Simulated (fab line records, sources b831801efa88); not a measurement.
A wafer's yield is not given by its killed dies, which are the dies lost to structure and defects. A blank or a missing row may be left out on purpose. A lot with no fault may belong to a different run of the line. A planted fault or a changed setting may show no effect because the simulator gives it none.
Problem report in the 8D (eight disciplines) form, filled by code | flow gf180mcu | the parts of the form that need people (team, actions taken, sign-off) are left out

## 1. THE ISSUE
Wafers without a fault read 128.2 s, standard deviation 0.47; run length s at GF_HV_LDD_ETCHBACK_58 reads a mean of 111.8 s on 3 wafers belonging to 2 lots. That puts it -35 standard deviations away from the usual mean.
The step: etches Si3N4 in CH3F/O2, stops on SiO2, time 100 s, target depth 90 nm.
The first sign was on wafer L225.1 at day 13 23:53, on rie diel-02. Wafers with a number at this step in the record: 12, from 4 lots. The rule behind "out" and "out of limits": a value lying over 4 standard deviations away from the usual mean. The rest of the wafers with a number are treated as sound.

## 2. WHAT THIS IS AND IS NOT
question                    | is                           | is not
which readings at this step | run length s, oes product au | ch3f flow sccm, drypump motor current A
which lots                  | L225, L228                   | L221, L231
which wafers of those lots  | L225.1, L225.6, L228.4       | L225.4, L228.1, L228.6
read on which tools         | rie diel-02                  | rie diel-03
when                        | from day 13 23:53            | up to then (4 sound wafers); but 5 sound wafers of L228, L231 came after

## 3. WHAT RULES OUT EACH SUSPECT
Counting: a tool at a process step up to the reading stays a suspect if it ran every lot that is out. Sound lots after the first of them don't rule it out here, since some wafers of a struck lot are sound.
- rie diel-02 at GF_HV_LDD_ETCHBACK_58 (etches Si3N4 in CH3F/O2, stops on SiO2, time 100 s, target depth 90 nm): kept. Ran every lot that is out, first one L225 (day 13 23:53); last sound lot up to then L221 (day 12 17:54). Out on those wafers are its own readings of oes product au, run length s.
- At GF_HV_LDD_ETCHBACK_58, inside rie diel-02: chamber 2 took the wafers that are out, while their sound lot-mates went through chambers 0, 1.
Remaining after the count: rie diel-02 at GF_HV_LDD_ETCHBACK_58.

## 4. THE CAUSE (what the simulator had put in)
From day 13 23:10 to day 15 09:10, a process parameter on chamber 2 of rie diel-02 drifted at GF_HV_LDD_ETCHBACK_58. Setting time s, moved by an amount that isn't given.
The count eliminated every tool but this one.

## 5. THE EFFECT CHAIN, in route order
Each row: a reading whose mean over the struck wafers that have a number lies more than 3 standard deviations from the usual. Readings are gone through only where the record gives a usual standard deviation; hours: the median, over the lots, of the time from a lot's start at the first step in this table giving one to that lot's start at this step; sigmas: the change measured in usual standard deviations.
hours | step                  | reading        | usual      | on struck wafers | change | sigmas
0     | GF_HV_LDD_ETCHBACK_58 | oes product au | 0.843 a.u. | 0.999            | +0.156 | +27
0     | GF_HV_LDD_ETCHBACK_58 | run length s   | 128.2 s    | 111.8            | -16.4  | -35
The process steps in it:
- GF_HV_LDD_ETCHBACK_58: etches Si3N4 in CH3F/O2, stops on SiO2, time 100 s, target depth 90 nm.

## 6. HOW IT WOULD HAVE BEEN CAUGHT EARLIER
In this record the first reading out of limits was taken at day 13 23:53, 1 hour after the fault began at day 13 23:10.
